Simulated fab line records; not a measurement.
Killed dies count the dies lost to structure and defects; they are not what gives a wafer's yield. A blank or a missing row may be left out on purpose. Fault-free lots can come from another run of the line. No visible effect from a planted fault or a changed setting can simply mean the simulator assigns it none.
Which of the tools did it? | flow gf180mcu | Sampling: 6 lots, 18 wafers, 3 of 602 route steps

== WHAT EACH GAUGE READ, for each wafer ==
GF_V4_THK_MEAS_01.
lot  | measured     | on            | V4_CVD_00_THK (nm)
L817 | day 25 07:35 | film_metro-04 | 612 605 605
L819 | day 26 06:54 | film_metro-02 | 607 595 603
L822 | day 26 22:37 | film_metro-04 | 516 504 508
L826 | day 28 07:38 | film_metro-04 | 602 603 598
L831 | day 29 18:53 | film_metro-04 | 607 592 602
L835 | day 30 19:07 | film_metro-04 | 586 588 594

== EACH LOT AND THE TOOL THAT RAN IT (in order: tool; ch and the chambers of the sampled wafers; start) ==
lot  | GF_M4_STRIP_17                       | GF_V4_CVD_00
L817 | plasma_asher-02 ch 0,1, day 25 06:58 | hdpcvd-02 ch 0,1,2, day 25 07:31
L819 | plasma_asher-03 ch 0,1, day 26 06:17 | hdpcvd-01 ch 0,1, day 26 06:50
L822 | plasma_asher-03 ch 0,1, day 26 22:02 | hdpcvd-01 ch 0,1,2, day 26 22:32
L826 | plasma_asher-01 ch 0,1, day 28 07:01 | hdpcvd-02 ch 0,1,2, day 28 07:33
L831 | plasma_asher-02 ch 0,1, day 29 18:17 | hdpcvd-02 ch 0,1, day 29 18:49
L835 | plasma_asher-01 ch 0,1, day 30 18:32 | hdpcvd-02 ch 0,1,2, day 30 19:02
- GF_M4_STRIP_17: strips in O2/N2.
- GF_V4_CVD_00: deposits SiO2, target thk 600 nm, time 100 s.

== THE ANSWER, worked out from the rows above alone ==
Rule: the usual values come from the lots themselves. Put in order of their means at a reading, lots are off if they are a third of the lots or fewer, leave a main group of 4 or more, and stand apart from it by a gap of 3 or more times the standard deviation of the main group's means; of several such gaps the widest counts. The tables above print the reading to a certain number of digits; a main group whose means all agree to those digits is not used. Also off: a lot with no number at a reading for which 4 or more lots have one. Where the step has rows for the other lots, those lots are counted as sound.
Off: L822, seen at GF_V4_THK_MEAS_01 (V4_CVD_00_THK). The main group has a mean of 600 nm with a standard deviation of 5.9.
A tool fits if, at a process step before that reading, it ran every lot that is off, and no sound lot after the first of them. Those tools and the gauges at GF_V4_THK_MEAS_01 are tried in the same way. This does not decide it: 2 tools fit, namely plasma_asher-03 at GF_M4_STRIP_17 and hdpcvd-01 at GF_V4_CVD_00.

== WHAT WAS PUT IN BY THE SIMULATOR ==
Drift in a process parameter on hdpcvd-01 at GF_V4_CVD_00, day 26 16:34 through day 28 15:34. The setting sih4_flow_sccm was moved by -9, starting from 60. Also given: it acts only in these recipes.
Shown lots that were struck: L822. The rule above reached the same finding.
